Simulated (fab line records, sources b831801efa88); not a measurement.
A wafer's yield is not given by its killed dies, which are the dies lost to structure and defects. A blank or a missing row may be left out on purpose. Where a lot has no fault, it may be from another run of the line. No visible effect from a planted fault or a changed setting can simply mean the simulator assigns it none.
Chamber matching ; flow gf180mcu ; GF_V3_ETCH_16 on rieDiel-04 has 4 sister chambers
The step etches BARC in N2/H2. 4 wafers are shown with their chamber, then 10 later ones without.

== EACH WAFER AND ITS CHAMBER ==
wafer;chamber;drypumpMotorCurrentA (A)
L081.4;3;4.9
L091.6;0;4.9
L094.1;2;6.6
L094.2;1;5.5

== WAFERS MISSING THEIR CHAMBER ==
wafer;drypumpMotorCurrentA (A)
L094.6;5.0
L095.1;5.5
L095.2;6.6
L095.4;6.6
L096.1;5.0
L096.3;6.6
L096.5;5.5
L097.2;4.9
L097.3;6.6
L097.6;4.9

== CHAMBER TAKEN BY EACH ==
wafer;from the rows above;in truth
L094.6;can't be placed: 0 or 3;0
L095.1;1;1
L095.2;2;2
L095.4;2;2
L096.1;can't be placed: 0 or 3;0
L096.3;2;2
L096.5;1;1
L097.2;can't be placed: 0 or 3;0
L097.3;2;2
L097.6;can't be placed: 0 or 3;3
Correct placement for 6 of the 10. Can't be placed from these rows: 4 (the true chamber is among the candidates in 4). Wrongly placed: 0.
How it was worked out, from the rows above alone: a wafer's distance from a chamber is the root of the sum, over the readings, of the square of ((its reading less the chamber's mean) divided by the reading's scatter). If the next closest chamber is less than 2 further off than the closest, the wafer can't be placed; otherwise it belongs to the closest. Each chamber's mean is taken over the wafers shown for it. The scatter: with one shown wafer a chamber, the root of the mean of the squares of how far each hidden wafer lies from its nearest shown one.
